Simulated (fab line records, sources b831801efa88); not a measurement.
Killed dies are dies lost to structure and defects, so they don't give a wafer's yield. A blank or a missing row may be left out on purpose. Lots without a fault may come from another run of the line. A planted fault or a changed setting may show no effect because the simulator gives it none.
Which tool did it? | flow gf180mcu | 15 lots, 45 wafers sampled, at 6 steps of a route of 602

WHAT THE GAUGES READ, wafer by wafer
GF_M2_OVL_MEAS_15.
lot  | measured     | on         | M2_OVL (nm)
L943 | day 18 21:23 | overlay-02 | 3 -6 8
L944 | day 19 09:20 | overlay-02 | 6 -12 -7
L945 | day 19 21:35 | overlay-02 | -1 -3 0
L947 | day 20 16:31 | overlay-02 | -1 15 0
L950 | day 21 22:32 | overlay-02 | -3 -4 4
L951 | day 22 04:47 | overlay-02 | -11 -10 -6
L956 | day 24 00:59 | overlay-02 | 7 -3 4
L957 | day 24 06:52 | overlay-01 | 1 -2 2
L958 | day 24 21:43 | overlay-02 | -5 -8 -9
L960 | day 25 14:25 | overlay-01 | -17 -7 -18
L962 | day 25 23:11 | overlay-02 | 4 0 -3
L963 | day 26 07:35 | overlay-01 | 8 -4 5
L964 | day 26 15:09 | overlay-02 | -5 -1 0
L965 | day 26 23:02 | overlay-02 | 1 -1 2
L966 | day 27 06:07 | overlay-02 | 8 0 -2

GF_V2_THK_MEAS_25: measures by xrf.
lot  | measured     | on            | V2_W_THK (nm)
L943 | day 20 00:09 | film_metro-02 | 356 358 355
L944 | day 20 12:20 | film_metro-01 | 349 351 348
L945 | day 21 00:25 | film_metro-04 | 355 356 355
L947 | day 21 19:13 | film_metro-01 | 345 344 348
L950 | day 23 00:25 | film_metro-04 | 346 344 347
L951 | day 23 06:33 | film_metro-01 | 348 349 345
L956 | day 25 01:10 | film_metro-04 | 353 354 352
L957 | day 25 06:40 | film_metro-04 | 355 360 355
L958 | day 25 22:03 | film_metro-01 | 348 349 347
L960 | day 26 14:12 | film_metro-01 | 359 361 354
L962 | day 26 22:22 | film_metro-02 | 348 351 351
L963 | day 27 05:55 | film_metro-04 | 357 353 359
L964 | day 27 13:52 | film_metro-01 | 353 356 354
L965 | day 27 22:11 | film_metro-02 | 355 357 358
L966 | day 28 05:10 | film_metro-02 | 357 355 352

GF_M3_RS_MEAS_05: measures by four-point-probe.
lot  | measured     | on            | M3_ALCU_RS (ohm/sq)
L943 | day 20 00:44 | film_metro-04 | 0.0681 0.0687 0.0681
L944 | day 20 12:56 | film_metro-03 | 0.0693 0.0698 0.0693
L945 | day 21 01:11 | film_metro-03 | 0.0698 0.0689 0.0699
L947 | day 21 19:47 | film_metro-03 | 0.0684 0.0682 0.0684
L950 | day 23 01:01 | film_metro-03 | 0.0689 0.0693 0.0687
L951 | day 23 07:08 | film_metro-02 | 0.0685 0.0684 0.0682
L956 | day 25 01:45 | film_metro-04 | 7.1634 7.1848 7.1360
L957 | day 25 07:15 | film_metro-04 | 7.0791 7.0900 7.0426
L958 | day 25 22:38 | film_metro-03 | 7.1556 7.1750 7.1661
L960 | day 26 14:47 | film_metro-02 | 0.0699 0.0691 0.0699
L962 | day 26 22:58 | film_metro-03 | 0.0691 0.0694 0.0699
L963 | day 27 06:30 | film_metro-03 | 0.0697 0.0701 0.0702
L964 | day 27 14:29 | film_metro-02 | 0.0689 0.0688 0.0691
L965 | day 27 22:46 | film_metro-02 | 0.0696 0.0699 0.0701
L966 | day 28 06:25 | film_metro-03 | 0.0711 0.0705 0.0707

GF_M3_THK_MEAS_06: measures by xrf.
lot  | measured     | on            | M3_ALCU_THK (nm)
L943 | day 20 00:51 | film_metro-04 | 462 459 461
L944 | day 20 13:02 | film_metro-03 | 451 450 454
L945 | day 21 01:18 | film_metro-03 | 447 453 446
L947 | day 21 19:55 | film_metro-03 | 456 460 457
L950 | day 23 01:07 | film_metro-03 | 459 458 461
L951 | day 23 07:15 | film_metro-02 | 458 459 462
L956 | day 25 01:52 | film_metro-04 | <0 <0 <0
L957 | day 25 07:22 | film_metro-04 | <0 <0 <0
L958 | day 25 22:45 | film_metro-03 | <0 <0 <0
L960 | day 26 14:54 | film_metro-02 | 455 457 452
L962 | day 26 23:05 | film_metro-03 | 453 451 446
L963 | day 27 06:37 | film_metro-03 | 454 451 451
L964 | day 27 14:34 | film_metro-02 | 458 456 455
L965 | day 27 22:53 | film_metro-02 | 453 452 450
L966 | day 28 06:32 | film_metro-03 | 444 448 446

WHICH TOOL RAN EACH LOT (tool, then ch and the chambers of the sampled wafers, then the start)
lot  | GF_V1_STRIP_18                       | GF_M3_SPUTTER_02
L943 | plasma_asher-03 ch 0,1, day 17 19:54 | pvd_sputter-04, day 20 00:38
L944 | plasma_asher-03 ch 0,1, day 18 07:18 | pvd_sputter-02, day 20 12:49
L945 | plasma_asher-04 ch 0,1, day 18 19:06 | pvd_sputter-03, day 21 01:05
L947 | plasma_asher-04 ch 0,1, day 19 14:30 | pvd_sputter-02, day 21 19:42
L950 | plasma_asher-02 ch 0,1, day 20 21:00 | pvd_sputter-04, day 23 00:54
L951 | plasma_asher-02 ch 1, day 21 03:42   | pvd_sputter-04, day 23 07:02
L956 | plasma_asher-02 ch 0,1, day 23 00:50 | pvd_sputter-04, day 25 01:40
L957 | plasma_asher-03 ch 0,1, day 23 07:03 | pvd_sputter-03, day 25 07:10
L958 | plasma_asher-03 ch 0,1, day 23 21:45 | pvd_sputter-03, day 25 22:32
L960 | plasma_asher-02 ch 0,1, day 24 15:42 | pvd_sputter-04, day 26 14:41
L962 | plasma_asher-04 ch 0, day 25 00:44   | pvd_sputter-02, day 26 22:52
L963 | plasma_asher-04 ch 0,1, day 25 08:39 | pvd_sputter-04, day 27 06:23
L964 | plasma_asher-03 ch 0,1, day 25 16:20 | pvd_sputter-02, day 27 14:21
L965 | plasma_asher-03 ch 1, day 26 01:06   | pvd_sputter-03, day 27 22:40
L966 | plasma_asher-03 ch 0,1, day 26 08:11 | pvd_sputter-04, day 28 06:20
- GF_V1_STRIP_18: strips in O2/N2.
- GF_M3_SPUTTER_02: material AlCu, target thk 450 nm, time 23.9 s.

WHAT THE TOOLS THEMSELVES READ (means of the sampled wafers that have a number; where no wafer has one, the mark that the record gives instead)
GF_V1_STRIP_18.
lot  | tool            | drypump_motor_current_A (A) | heater_power_w (W) | oes_product_au (a.u.)
L943 | plasma_asher-03 | 6.1                         | 340                | 0.591
L944 | plasma_asher-03 | 5.7                         | 334                | 0.593
L945 | plasma_asher-04 | 6.0                         | 343                | 0.595
L947 | plasma_asher-04 | 5.7                         | 350                | 0.590
L950 | plasma_asher-02 | 5.7                         | 311                | 0.591
L951 | plasma_asher-02 | 5.6                         | 306                | 0.589
L956 | plasma_asher-02 | 5.6                         | 312                | 0.598
L957 | plasma_asher-03 | 6.2                         | 344                | 0.594
L958 | plasma_asher-03 | 5.7                         | 331                | 0.594
L960 | plasma_asher-02 | 5.7                         | 310                | 0.593
L962 | plasma_asher-04 | 5.3                         | 361                | 0.595
L963 | plasma_asher-04 | 6.0                         | 349                | 0.592
L964 | plasma_asher-03 | 6.2                         | 334                | 0.601
L965 | plasma_asher-03 | 5.2                         | 320                | 0.590
L966 | plasma_asher-03 | 6.2                         | 343                | 0.594

GF_M3_SPUTTER_02.
lot  | tool           | cathode_dc_power_W (W) | chamber_pressure_pa (Pa) | throttle_valve_pct (%)
L943 | pvd_sputter-04 | 10601                  | 0.4003                   | 29.4
L944 | pvd_sputter-02 | 10600                  | 0.3996                   | 29.2
L945 | pvd_sputter-03 | 10602                  | 0.4003                   | 29.6
L947 | pvd_sputter-02 | 10599                  | 0.4003                   | 29.4
L950 | pvd_sputter-04 | 10600                  | 0.4003                   | 29.2
L951 | pvd_sputter-04 | 10601                  | 0.4001                   | 29.8
L956 | pvd_sputter-04 | -                      | -                        | -
L957 | pvd_sputter-03 | -                      | -                        | -
L958 | pvd_sputter-03 | -                      | -                        | -
L960 | pvd_sputter-04 | 10598                  | 0.4009                   | 29.2
L962 | pvd_sputter-02 | 10600                  | 0.3989                   | 31.1
L963 | pvd_sputter-04 | 10600                  | 0.4000                   | 29.7
L964 | pvd_sputter-02 | 10601                  | 0.4005                   | 30.5
L965 | pvd_sputter-03 | 10600                  | 0.4001                   | 30.7
L966 | pvd_sputter-04 | 10599                  | 0.3998                   | 28.9

THE ANSWER, worked out from the rows above alone
Rule: what is usual is taken from the lots themselves. Put in order of their means at a reading, lots are off if they are a third of the lots or fewer, leave a main group of 4 or more, and stand apart from it by a gap of 3 or more times the standard deviation of the main group's means; of several such gaps the widest counts. A main group whose means are all the same, to the digits that the tables above print for the reading, isn't used. A lot without any number at a reading at which 4 lots or more have one is off too. The other lots that the step has rows for count as sound. The gauges are gone through in route order, then the tools' own readings, and for those a lot's mean is taken as printed above. The first step at which some lot is off is used, and at that step the reading that is off furthest; a lot without a number counts as furthest.
Off: L956, L957, L958, at GF_M3_RS_MEAS_05 (M3_ALCU_RS). The main group: mean 0.0693 ohm/sq, standard deviation 0.00072.
A tool fits if, at a process step before that reading, it ran every lot that is off, and no sound lot after the first of them. The gauges at GF_M3_RS_MEAS_05 aren't tried: what is off there is off at GF_M3_SPUTTER_02 too, on other tools, and a gauge's error can't cause that. None of those tried fits.

WHAT THE SIMULATOR HAD PUT IN
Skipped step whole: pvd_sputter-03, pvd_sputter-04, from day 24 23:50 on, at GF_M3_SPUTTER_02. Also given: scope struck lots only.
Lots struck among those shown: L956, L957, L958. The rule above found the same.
